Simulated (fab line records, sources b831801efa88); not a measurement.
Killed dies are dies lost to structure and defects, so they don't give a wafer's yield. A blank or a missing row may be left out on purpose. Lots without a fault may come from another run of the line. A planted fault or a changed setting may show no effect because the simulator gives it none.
fab line records | flow sky130
record lots=11 wafers=32 last_day=50
route steps=708 shown VIA1@473 VIA2@527 METAL4@632 PAD_OPEN@708
lots that met no fault: from a run of the same line without faults
start_h: hours from the record's first day to the start of the lot's first wafer shown | wait_h: hours since the lot's step before | " the same as in the row above | L1.1+2: a row that stands for several wafers | - no value, or no start given | * or withheld: withheld | < > ~ a bound
route shown NAME@n: a module of which the file shows steps, and the number in the route of the first | usual: mean/standard deviation of fault-free wafers | same: alike in all rows | chamber/n: place in a boat | sites: the reading at each site | _std_site: their standard deviation | _edge_site: outer sites' mean less inner sites' | radius_mm: how far each site lies from the wafer's centre | mask NAME#n: copy n | behind: the tool/chamber that last shaped the wafer | hold: why the lot was held/for how many hours/how that ended | device: the transistor (n, p or np) that didn't switch | end of line: the same wafers' tests at the end of the route | a step without rows: its recipe alone | killed: dies lost to structure and defects at the first sort, not the wafer's yield | map: a wafer's dies, x killed, . not, _ none there
set.NAME: the setting as run; set.NAME@STEP: as run at that earlier step | model.NAME: the simulator's own value behind a step, which no gauge read
steps of the route over a sample of lots; a table a step, a row a wafer
services: from which hour (start_h, from the record's first day; less than 0 if before it) a tool's chamber was out of use, for how many hours, and why
## steps
# step SKY_VIA1_ETCH_15
# recipe target=SiO2 chemistry=C4F8/O2/Ar target_depth_nm=351 stop_on=TiN mask_material=KrF-thick source_w=1500 bias_w=1200 pressure_mtorr=40 c4f8_flow_sccm=withheld O2_flow_sccm=6 Ar_flow_sccm=300 time_s=54
# usual oes_product_au=0.980/0.0067 run_length_s=82.4/0.47
# columns lot.wafer tool chamber start_h wait_h oes_product_au rf_hours_counter_h run_length_s
L472.2 rie_diel-02 3 782.30 0.0 0.972 26 82.5
L472.3 " 1 " " 0.974 5 83.2
L472.5 " 2 " " 0.985 - 82.5
L473.1 rie_diel-04 1 794.46 0.0 0.981 11 83.0
L473.4 " 2 " " 0.986 14 82.7
L473.5 " 2 " " 0.978 - 82.6
L474.1 rie_diel-02 0 821.65 0.0 0.968 13 82.8
L474.4 " 1 " " 0.978 6 82.9
L474.6 " 3 " " 0.986 - 81.7
L477.1 rie_diel-01 3 838.16 0.0 0.980 28 82.2
L477.2 " 2 " " 0.972 10 81.8
L477.6 " 1 " " 0.979 - 82.4
L479.2 rie_diel-04 0 852.06 0.0 0.977 11 82.6
L479.3 " 3 " " 0.985 7 82.0
L479.5 " 3 " " 0.987 - 81.7
L481.4 rie_diel-01 1 862.04 0.0 0.985 - 82.4
L481.6 " 2 " " 0.977 - 81.5
L488.3 rie_diel-04 2 895.92 0.0 0.989 17 82.7
L488.4 " 3 " " 0.986 8 81.8
L488.6 " 2 " " 0.984 - 82.8
L489.1 rie_diel-01 2 897.45 0.0 0.971 12 81.7
L489.5 " 3 " " 0.977 - 82.3
L489.6 " 2 " " 0.983 - 81.9
L493.2 rie_diel-02 2 943.75 0.0 0.979 11 82.4
L493.4 " 0 " " 0.981 17 82.9
L493.6 " 0 " " 0.978 - 82.9
L494.3 rie_diel-04 3 945.04 0.0 0.988 10 82.2
L494.5 " 2 " " 0.976 - 82.7
L494.6 " 3 " " 0.969 - 81.8
L495.1 rie_diel-04 2 946.51 0.0 0.979 19 82.9
L495.3 " 1 " " 0.974 15 82.7
L495.5 " 1 " " 0.976 - 82.7
# step SKY_VIA2_SPUTTER_20
# recipe material=TiN target_thk_nm=20 chamber_pressure_pa=5 power_w=4000 time_s=80
# usual cathode_dc_power_W=4000.1/0.79 throttle_valve_pct=30.0/1
# columns lot.wafer tool chamber start_h wait_h cathode_dc_power_W throttle_valve_pct
L472.2 pvd_sputter-02 - 838.47 0.0 4000.2 29.3
L472.3 " - " " 4000.5 31.5
L472.5 " - " " 4000.9 28.5
L473.1 pvd_sputter-02 - 849.93 0.0 3999.6 30.0
L473.4 " - " " 4001.1 28.1
L473.5 " - " " 4000.6 31.7
L474.1 pvd_sputter-02 - 876.52 0.0 4000.7 29.7
L474.4 " - " " 4002.0 31.3
L474.6 " - " " 4000.0 30.0
L477.1 pvd_sputter-01 - 893.58 0.0 4000.0 30.8
L477.2 " - " " 4000.7 30.5
L477.6 " - " " 3999.9 30.6
L479.2 pvd_sputter-02 - 907.77 0.0 3998.7 28.8
L479.3 " - " " 3999.5 29.2
L479.5 " - " " 4000.6 29.3
L481.4 pvd_sputter-01 - 917.97 0.0 3998.7 29.9
L481.6 " - " " 3999.9 30.1
L488.3 pvd_sputter-02 - 948.77 0.0 4000.7 28.4
L488.4 " - " " 4001.2 29.9
L488.6 " - " " 3998.9 28.3
L489.1 pvd_sputter-03 - 949.47 0.0 3999.7 30.0
L489.5 " - " " 3998.6 31.2
L489.6 " - " " 4000.2 30.4
L493.2 pvd_sputter-02 - 996.28 0.0 4000.1 31.4
L493.4 " - " " 4000.5 29.8
L493.6 " - " " 3999.2 29.9
L494.3 pvd_sputter-01 - 997.97 0.0 3999.7 29.8
L494.5 " - " " 3998.9 30.4
L494.6 " - " " 4001.2 30.5
L495.1 pvd_sputter-03 - 998.82 0.0 4000.6 31.4
L495.3 " - " " 4000.9 28.1
L495.5 " - " " 3999.4 31.4
# step SKY_VIA2_CMP_24
# recipe stop_on=SiO2 t_overpolish_s=20 down_force_psi=3.5 platen_rpm=60 target_thk_nm=0 pad_velocity_m_s=0.94248
# usual motor_current_A=10.8/1.3 overpolish_run_s=20.000/0.0091 time_to_endpoint_s=102/5.5
# columns lot.wafer tool chamber start_h wait_h motor_current_A overpolish_run_s time_to_endpoint_s
L472.3 cmp-02 1 838.89 0.1 8.6 19.995 101
L472.2 " 2 " " 11.2 19.988 107
L472.5 " 1 " " 8.5 20.006 98
L473.1 cmp-01 3 850.35 0.1 10.0 20.001 95
L473.4 " 0 " " 12.8 19.995 103
L473.5 " 2 " " 12.3 20.004 95
L474.4 cmp-02 1 876.99 0.1 8.7 20.007 97
L474.1 " 2 " " 10.9 19.999 108
L474.6 " 3 " " 10.6 19.997 99
L477.1 cmp-01 3 893.95 0.1 10.1 19.980 93
L477.2 " 0 " " 12.8 19.995 104
L477.6 " 3 " " 9.9 20.006 97
L479.2 cmp-02 1 908.19 0.1 8.1 20.008 99
L479.3 " 3 " " 10.6 19.996 97
L479.5 " 0 " " 9.6 20.005 112
L481.4 cmp-01 2 918.44 0.1 12.6 19.998 94
L481.6 " 1 " " 10.9 20.009 102
L488.4 cmp-02 3 949.14 0.0 10.3 20.000 93
L488.3 " 2 " " 10.9 20.007 108
L488.6 " 0 " " 9.8 19.998 102
L489.1 cmp-02 0 950.00 0.2 9.9 19.990 112
L489.6 " 1 " " 8.7 19.993 102
L489.5 " 2 " " 10.7 19.989 111
L493.2 cmp-01 2 996.70 0.1 11.9 19.993 98
L493.4 " 3 " " 10.9 19.989 97
L493.6 " 1 " " 10.1 20.007 105
L494.3 cmp-01 1 998.34 0.0 10.8 20.007 106
L494.5 " 1 " " 11.0 20.012 104
L494.6 " 2 " " 12.6 19.999 98
L495.1 cmp-01 1 999.25 0.1 10.6 19.999 105
L495.3 " 2 " " 13.1 19.993 96
L495.5 " 1 " " 10.6 19.987 99
# step SKY_METAL4_ETCH_16
# recipe chemistry=N2/H2 target=BARC ion_energy_ev=200 bias_w=100 pressure_mtorr=30 n2_flow_sccm=100 h2_flow_sccm=200 icp_w=500 stop_on=SiO2 time_s=88.2 target_depth_a=600
# usual drypump_motor_current_A=6.1/0.39 oes_product_au=0.625/0.0045 run_length_s=116.8/0.95 throttle_valve_pct=13.205/0.0091
# columns lot.wafer tool chamber start_h wait_h drypump_motor_current_A oes_product_au rf_hours_counter_h run_length_s throttle_valve_pct
L472.2 rie_metal-02 1 968.66 0.0 5.6 0.626 20 116.7 13.198
L472.3 " 1 " " 5.6 0.622 - 116.2 13.207
L472.5 " 1 " " 5.6 0.615 - 116.6 13.229
L473.1 rie_metal-02 1 977.34 0.0 5.6 0.619 21 116.3 13.214
L473.4 " 0 " " 5.7 0.621 - 116.5 13.202
L473.5 " 0 " " 5.7 0.627 - 116.7 13.198
L474.1 rie_metal-01 0 1000.90 0.0 6.0 0.623 13 117.2 13.214
L474.4 " 1 " " 6.6 0.619 - 116.4 13.206
L474.6 " 1 " " 6.6 0.628 - 116.1 13.185
L477.1 rie_metal-01 0 1020.35 0.0 6.0 0.614 14 116.7 13.205
L477.2 " 1 " " 6.7 0.622 25 116.1 13.187
L477.6 " 1 " " 6.6 0.622 - 115.9 13.203
L479.2 rie_metal-01 0 1031.70 0.0 6.0 0.837 15 90.1 13.209
L479.3 " 1 " " 6.7 0.629 - 116.4 13.199
L479.5 " 1 " " 6.7 0.629 - 115.8 13.199
L481.4 rie_metal-01 1 1041.99 0.0 6.6 0.626 - 116.2 13.219
L481.6 " 0 " " 6.0 0.830 - 90.0 13.232
L488.3 rie_metal-03 1 1069.67 0.0 6.6 0.633 - 116.2 13.216
L488.4 " 0 " " 5.8 0.624 - 116.7 13.190
L488.6 " 1 " " 6.5 0.628 - 116.2 13.212
L489.1 rie_metal-02 0 1070.80 0.0 5.8 0.625 14 119.9 13.204
L489.5 " 1 " " 5.6 0.620 - 120.0 13.210
L489.6 " 0 " " 5.7 0.636 - 119.8 13.197
L493.2 rie_metal-01 1 1111.29 0.0 6.6 0.623 1 116.1 13.211
L493.4 " 1 " " 6.6 0.624 - 116.5 13.206
L493.6 " 0 " " 6.0 0.618 - 116.5 13.206
L494.3 rie_metal-02 0 1112.32 0.0 5.7 0.620 - 116.5 13.200
L494.5 " 0 " " 5.7 0.631 - 117.3 13.196
L494.6 " 1 " " 5.6 0.627 - 116.5 13.196
L495.1 rie_metal-01 0 1114.39 0.0 5.9 0.627 22 116.7 13.203
L495.3 " 1 " " 6.6 0.617 - 115.8 13.205
L495.5 " 0 " " 6.0 0.627 - 116.4 13.208
# step SKY_PAD_OPEN_PROBE_99
# usual defect_limited_yield=82.2/1.8 killed_at_M0_to_M3=42/6.1 killed_at_M4_up=3.3/1.7 killed_at_contacts=25/5.4 killed_at_front_end=16/4.6 killed_at_other=0.4/0.55 killed_dies=87/8.8 killed_open=47/7.1 killed_short=40/5.8 sort_bin_3_pad_short=0.9/0.45 sort_bin_5_function=10.7/1.4 sort_bin_6_memory=6.2/1.2 sort_bin_8_speed=0.00/0.017 sort_n_pass=405/8.8 sort_yield_pct=82.2/1.8
# same gross_dies=492 killed_at_back_side=0 sort_bin_4_leakage[%]=0
# columns lot.wafer tool chamber start_h wait_h defect_limited_yield[%] killed_at_M0_to_M3 killed_at_M4_up killed_at_contacts killed_at_front_end killed_at_other killed_dies killed_open killed_short sort_bin_3_pad_short[%] sort_bin_5_function[%] sort_bin_6_memory[%] sort_bin_8_speed[%] sort_n_pass sort_yield_pct[%]
L472.2 prober-02 - 1067.29 0.1 80.9 48 3 23 20 0 94 52 42 2.0 11.0 6.1 0 398 80.9
L472.3 prober-02 - 1067.34 0.2 86.2 27 4 25 11 1 68 29 39 0.2 9.6 4.1 0 424 86.2
L472.5 prober-02 - 1067.44 0.2 82.5 41 6 20 18 1 86 48 38 0.8 10.4 6.3 0 406 82.5
L473.1 prober-02 - 1073.11 0.1 78.5 48 7 29 22 0 106 54 52 2.0 10.4 9.1 0 386 78.5
L473.4 prober-02 - 1073.26 0.2 81.3 45 5 29 13 0 92 49 43 1.4 10.0 7.3 0 400 81.3
L473.5 prober-02 - 1073.31 0.2 80.5 46 5 29 15 1 96 50 46 1.8 10.8 6.9 0 396 80.5
L474.1 prober-01 - 1091.58 0.1 77.6 54 6 26 24 0 110 55 55 1.2 12.6 8.5 0 382 77.6
L474.4 prober-01 - 1091.73 0.2 80.1 50 2 31 15 0 98 58 40 1.0 11.6 7.3 0 394 80.1
L474.6 prober-01 - 1091.83 0.2 81.5 46 5 17 23 0 91 57 34 0.4 11.2 6.9 0 401 81.5
L477.1 prober-02 - 1112.18 0.1 79.7 47 4 30 19 0 100 49 51 0.6 12.8 6.9 0 392 79.7
L477.2 prober-02 - 1112.23 0.1 82.9 44 2 27 11 0 84 50 33 1.2 10.8 5.1 0 408 82.9
L477.6 prober-02 - 1112.43 0.2 83.7 32 3 27 17 1 80 39 41 0.4 10.8 5.1 0 412 83.7
L479.2 prober-02 - 1121.53 0.1 81.7 33 5 33 18 1 90 48 42 0.8 11.2 6.3 0 402 81.7
L479.3 prober-02 - 1121.58 0.2 80.3 50 5 24 17 1 97 53 44 1.2 12.0 6.5 0 395 80.3
L479.5 prober-02 - 1121.68 0.2 79.7 50 4 33 12 1 100 58 42 1.0 13.2 6.1 0 392 79.7
L481.4 prober-02 - 1130.02 0.2 81.5 39 1 32 18 1 91 52 37 0.4 12.6 5.5 0 401 81.5
L481.6 prober-02 - 1130.12 0.2 81.5 41 6 24 20 0 91 51 38 0.6 10.6 7.3 0 401 81.5
L489.1 prober-02 - 1155.68 0.1 83.7 37 2 30 10 1 80 41 39 1.2 10.0 5.1 0 412 83.7
L489.5 prober-02 - 1155.88 0.2 81.7 38 2 35 15 0 90 39 51 1.0 10.8 6.5 0 402 81.7
L489.6 prober-02 - 1155.93 0.2 82.1 49 4 26 9 0 88 45 43 1.4 10.6 5.9 0 404 82.1
L488.3 prober-01 - 1156.51 0.2 84.3 35 3 24 14 1 77 37 39 0.8 8.7 6.1 0 415 84.3
L488.4 prober-01 - 1156.56 0.2 82.3 46 2 28 11 0 87 55 32 1.0 11.6 5.1 0 405 82.3
L488.6 prober-01 - 1156.66 0.2 81.9 42 0 23 24 0 89 53 35 0.6 10.8 6.7 0 403 81.9
L493.2 prober-01 - 1188.50 0.1 82.5 44 5 28 9 0 86 56 30 0.2 12.2 5.1 0 406 82.5
L493.4 prober-01 - 1188.60 0.2 82.9 41 4 17 22 0 84 44 40 0.4 10.6 6.1 0 408 82.9
L493.6 prober-01 - 1188.70 0.2 80.3 43 4 29 20 1 97 44 53 0.8 11.2 7.7 0 395 80.3
L494.3 prober-02 - 1190.05 0.2 84.3 36 5 13 22 1 77 39 38 1.0 8.5 6.1 0 415 84.3
L494.5 prober-02 - 1190.15 0.2 82.7 39 1 29 16 0 85 45 40 0.8 10.6 5.9 0 407 82.7
L494.6 prober-02 - 1190.20 0.2 79.9 50 3 26 19 1 99 48 51 1.2 11.0 7.9 0.20 392 79.7
L495.1 prober-01 - 1191.45 0.1 85.8 30 4 21 14 1 70 30 40 0.8 8.7 4.7 0 422 85.8
L495.3 prober-01 - 1191.55 0.2 82.9 33 2 31 18 0 84 47 37 0 7.9 9.1 0 408 82.9
L495.5 prober-01 - 1191.65 0.2 85.6 40 2 17 12 0 71 40 30 0.2 9.6 4.7 0 421 85.6
# killed by level:class
L472.2 FIELD_ISO:geometric_particle:open=10 VIA1:geometric_particle:open=8 VIA2:geometric_particle:open=8 CONTACT:geometric_particle:open=7 METAL1:geometric_particle:short=7 VIA1:geometric_particle:short=7 VIA3:geometric_particle:open=7 FIELD_ISO:geometric_particle:short=6
L472.3 CONTACT:geometric_particle:open=8 METAL2:geometric_particle:short=6 FIELD_ISO:geometric_particle:open=5 LOCAL_INTERCONNECT:geometric_particle:short=5 FIELD_ISO:geometric_particle:short=4 LI_CONTACT:geometric_particle:short=4 LI_CONTACT:geometric_particle:open=4 CONTACT:geometric_particle:short=4
L472.5 VIA1:geometric_particle:open=12 CONTACT:geometric_particle:open=10 FIELD_ISO:geometric_particle:open=7 METAL1:geometric_particle:open=5 METAL1:geometric_particle:short=4 FIELD_ISO:geometric_particle:short=4 LI_CONTACT:geometric_particle:short=4 METAL4:geometric_particle:short=4
L473.1 VIA1:geometric_particle:open=14 CONTACT:geometric_particle:short=8 CONTACT:geometric_particle:open=8 POLY_GATE:geometric_particle:open=7 LI_CONTACT:geometric_particle:open=7 VIA2:geometric_particle:open=6 POLY_GATE:geometric_particle:short=5 VIA1:geometric_particle:short=5
L473.4 CONTACT:geometric_particle:open=11 VIA1:geometric_particle:open=9 VIA3:geometric_particle:open=8 FIELD_ISO:geometric_particle:open=6 METAL3:geometric_particle:short=6 LI_CONTACT:geometric_particle:open=5 LOCAL_INTERCONNECT:geometric_particle:short=5 VIA1:geometric_particle:short=5
L473.5 LI_CONTACT:geometric_particle:open=8 CONTACT:geometric_particle:open=8 VIA1:geometric_particle:open=8 VIA3:geometric_particle:open=7 VIA1:geometric_particle:short=7 VIA2:geometric_particle:open=7 LOCAL_INTERCONNECT:geometric_particle:short=6 POLY_GATE:geometric_particle:short=5
L474.1 VIA1:geometric_particle:open=12 CONTACT:geometric_particle:open=11 FIELD_ISO:geometric_particle:open=7 VIA1:geometric_particle:short=7 FIELD_ISO:geometric_particle:short=6 VIA3:geometric_particle:short=6 VIA3:geometric_particle:open=6 LOCAL_INTERCONNECT:geometric_particle:short=5
L474.4 CONTACT:geometric_particle:open=11 VIA1:geometric_particle:open=10 LI_CONTACT:geometric_particle:open=10 METAL1:geometric_particle:short=8 VIA2:geometric_particle:open=8 CONTACT:geometric_particle:short=7 VIA3:geometric_particle:open=7 FIELD_ISO:geometric_particle:short=5
L474.6 VIA1:geometric_particle:open=16 FIELD_ISO:geometric_particle:open=8 CONTACT:geometric_particle:open=8 VIA3:geometric_particle:open=7 VIA2:geometric_particle:open=5 LI_CONTACT:geometric_particle:open=5 METAL3:geometric_particle:short=5 METAL4:geometric_particle:short=5
L477.1 VIA1:geometric_particle:short=10 LI_CONTACT:geometric_particle:open=9 VIA1:geometric_particle:open=9 CONTACT:geometric_particle:short=6 LOCAL_INTERCONNECT:geometric_particle:short=5 VIA2:geometric_particle:open=5 FIELD_ISO:geometric_particle:short=4 POLY_GATE:geometric_particle:open=4
L477.2 VIA1:geometric_particle:open=19 LI_CONTACT:geometric_particle:open=7 CONTACT:geometric_particle:short=7 CONTACT:geometric_particle:open=5 METAL3:geometric_particle:short=5 METAL1:geometric_particle:short=4 VIA2:geometric_particle:open=4 FIELD_ISO:geometric_particle:open=3
L477.6 VIA1:geometric_particle:open=9 LOCAL_INTERCONNECT:geometric_particle:short=7 CONTACT:geometric_particle:open=7 FIELD_ISO:geometric_particle:open=6 FIELD_ISO:geometric_particle:short=5 LI_CONTACT:geometric_particle:short=5 CONTACT:geometric_particle:short=5 VIA2:geometric_particle:open=5
L479.2 VIA2:geometric_particle:open=9 LI_CONTACT:geometric_particle:open=8 LOCAL_INTERCONNECT:geometric_particle:short=8 POLY_GATE:geometric_particle:short=7 CONTACT:geometric_particle:short=7 CONTACT:geometric_particle:open=7 VIA1:geometric_particle:open=6 VIA3:geometric_particle:open=6
L479.3 CONTACT:geometric_particle:open=12 VIA2:geometric_particle:open=11 FIELD_ISO:geometric_particle:open=7 LI_CONTACT:geometric_particle:open=7 VIA1:geometric_particle:short=7 VIA1:geometric_particle:open=7 METAL1:geometric_particle:short=6 VIA3:geometric_particle:short=6
L479.5 CONTACT:geometric_particle:open=13 VIA2:geometric_particle:open=11 LI_CONTACT:geometric_particle:open=10 VIA1:geometric_particle:open=9 LOCAL_INTERCONNECT:geometric_particle:short=7 METAL2:geometric_particle:short=7 VIA1:geometric_particle:short=7 METAL1:geometric_particle:short=5
L481.4 CONTACT:geometric_particle:open=12 VIA1:geometric_particle:open=10 VIA3:geometric_particle:open=9 LI_CONTACT:geometric_particle:open=6 CONTACT:geometric_particle:short=6 METAL1:geometric_particle:short=6 POLY_GATE:geometric_particle:open=5 LI_CONTACT:geometric_particle:short=4
L481.6 VIA1:geometric_particle:open=8 LI_CONTACT:geometric_particle:open=8 CONTACT:geometric_particle:open=6 VIA3:geometric_particle:open=6 VIA2:geometric_particle:open=5 SPACER:geometric_particle:open=4 CONTACT:geometric_particle:short=4 METAL2:geometric_particle:short=4
L489.1 CONTACT:geometric_particle:open=13 LI_CONTACT:geometric_particle:open=8 VIA1:geometric_particle:open=7 METAL1:geometric_particle:short=6 VIA1:geometric_particle:short=6 VIA2:geometric_particle:open=6 CONTACT:geometric_particle:short=4 METAL3:geometric_particle:short=4
L489.5 CONTACT:geometric_particle:short=11 VIA2:geometric_particle:open=8 LOCAL_INTERCONNECT:geometric_particle:short=7 CONTACT:geometric_particle:open=7 FIELD_ISO:geometric_particle:open=5 LI_CONTACT:geometric_particle:short=5 LI_CONTACT:geometric_particle:open=5 METAL1:geometric_particle:short=5
L489.6 METAL2:geometric_particle:short=10 CONTACT:geometric_particle:open=10 VIA3:geometric_particle:open=6 VIA2:geometric_particle:open=5 CONTACT:geometric_particle:short=5 VIA2:geometric_particle:short=5 METAL3:geometric_particle:short=5 FIELD_ISO:geometric_particle:open=4
L488.3 CONTACT:geometric_particle:short=7 CONTACT:geometric_particle:open=7 LI_CONTACT:geometric_particle:open=6 VIA1:geometric_particle:short=6 METAL2:geometric_particle:short=6 VIA2:geometric_particle:open=6 METAL1:geometric_particle:short=5 VIA1:geometric_particle:open=5
L488.4 VIA1:geometric_particle:open=12 CONTACT:geometric_particle:open=10 LI_CONTACT:geometric_particle:open=8 FIELD_ISO:geometric_particle:open=6 VIA2:geometric_particle:open=6 LOCAL_INTERCONNECT:geometric_particle:short=4 VIA1:geometric_particle:short=4 METAL1:geometric_particle:short=4
L488.6 CONTACT:geometric_particle:open=9 METAL1:geometric_particle:short=9 VIA2:geometric_particle:open=9 FIELD_ISO:geometric_particle:open=6 VIA1:geometric_particle:open=6 FIELD_ISO:geometric_particle:short=5 VIA3:geometric_particle:open=5 POLY_GATE:geometric_particle:open=4
L493.2 CONTACT:geometric_particle:open=18 VIA1:geometric_particle:open=16 METAL2:geometric_particle:short=9 VIA2:geometric_particle:open=8 METAL4:geometric_particle:short=5 POLY_GATE:geometric_particle:open=4 CONTACT:geometric_particle:short=4 LI_CONTACT:geometric_particle:open=3
L493.4 VIA1:geometric_particle:open=11 FIELD_ISO:geometric_particle:short=7 VIA2:geometric_particle:open=7 LI_CONTACT:geometric_particle:open=5 LOCAL_INTERCONNECT:geometric_particle:short=5 POLY_GATE:geometric_particle:short=4 CONTACT:geometric_particle:open=4 VIA1:geometric_particle:short=4
L493.6 POLY_GATE:geometric_particle:short=10 LI_CONTACT:geometric_particle:open=9 VIA1:geometric_particle:open=8 CONTACT:geometric_particle:open=8 LOCAL_INTERCONNECT:geometric_particle:short=6 VIA3:geometric_particle:open=6 VIA2:geometric_particle:open=5 CONTACT:geometric_particle:short=5
L494.3 VIA1:geometric_particle:open=8 POLY_GATE:geometric_particle:open=6 VIA2:geometric_particle:open=6 FIELD_ISO:geometric_particle:open=5 CONTACT:geometric_particle:open=5 METAL2:geometric_particle:short=5 CONTACT:geometric_particle:short=5 VIA2:geometric_particle:short=5
L494.5 VIA1:geometric_particle:open=9 CONTACT:geometric_particle:open=7 METAL2:geometric_particle:short=7 VIA2:geometric_particle:open=7 LI_CONTACT:geometric_particle:open=6 LOCAL_INTERCONNECT:geometric_particle:short=6 FIELD_ISO:geometric_particle:short=5 FIELD_ISO:geometric_particle:open=4
L494.6 CONTACT:geometric_particle:open=11 VIA2:geometric_particle:open=7 METAL2:geometric_particle:short=7 CONTACT:geometric_particle:short=6 METAL1:geometric_particle:short=6 VIA1:geometric_particle:short=6 VIA3:geometric_particle:open=6 METAL3:geometric_particle:short=5
L495.1 METAL1:geometric_particle:short=6 CONTACT:geometric_particle:open=6 FIELD_ISO:geometric_particle:short=5 VIA3:geometric_particle:open=5 POLY_GATE:geometric_particle:short=4 LI_CONTACT:geometric_particle:short=4 LOCAL_INTERCONNECT:geometric_particle:short=4 VIA1:geometric_particle:open=4
L495.3 CONTACT:geometric_particle:open=11 LI_CONTACT:geometric_particle:open=10 FIELD_ISO:geometric_particle:open=9 METAL1:geometric_particle:short=7 VIA1:geometric_particle:open=5 VIA3:geometric_particle:open=5 CONTACT:geometric_particle:short=5 FIELD_ISO:geometric_particle:short=4
L495.5 VIA1:geometric_particle:open=9 CONTACT:geometric_particle:open=7 VIA2:geometric_particle:open=6 LI_CONTACT:geometric_particle:open=5 METAL2:geometric_particle:short=5 VIA3:geometric_particle:open=5 VIA1:geometric_particle:short=4 POLY_GATE:geometric_particle:short=4
## services
# columns tool chamber start_h hours kind
rie_diel-04 1 778.27 6.8 repair
cmp-01 - 797.47 6.1 pm
cmp-01 - 803.60 4.8 pm
cmp-02 - 803.77 0.6 repair
cmp-01 - 804.68 4.7 repair
rie_diel-04 - 805.60 0.1 repair
rie_diel-04 - 817.58 1.0 repair
pvd_sputter-02 - 832.97 3.7 repair
cmp-01 - 844.00 0.2 repair
cmp-02 - 849.99 1.4 repair
cmp-02 - 855.26 1.8 repair
pvd_sputter-02 - 861.77 9.4 repair
cmp-02 - 877.77 1.3 repair
rie_metal-01 - 910.99 1.4 pm
cmp-02 - 912.00 4.0 pm
pvd_sputter-02 - 937.08 8.5 repair
cmp-02 - 956.47 1.6 repair
pvd_sputter-02 - 971.56 2.9 repair
rie_diel-04 1 991.38 3.7 repair
cmp-01 - 1019.92 0.7 repair
rie_metal-01 - 1056.73 2.8 pm
rie_metal-01 1 1073.70 4.2 repair
pvd_sputter-02 - 1087.59 7.1 repair
cmp-01 - 1088.47 4.0 pm
## key
first_sign step=SKY_METAL4_ETCH_16 reading=oes_product_au direction=up sigmas=47 usual=0.625 struck=0.833
effect step=SKY_METAL4_ETCH_16 reading=run_length_s direction=down sigmas=28 usual=* struck=*
met_at SKY_METAL4_ETCH_16
struck_lots L479,L481
struck_wafers L479.2,L481.6
not_acting_at SKY_VIA1_ETCH_15,SKY_VIA2_SPUTTER_20,SKY_VIA2_CMP_24
onset_between 1020.35 1031.70
fault kind=process_parameter_drift tool=rie_metal-01 chamber=- onset_h=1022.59 steps=SKY_METAL4_ETCH_16 channel=time_s offset=* shape=step end_h=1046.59 scope=struck_wafers_only acts_in=* stated=*
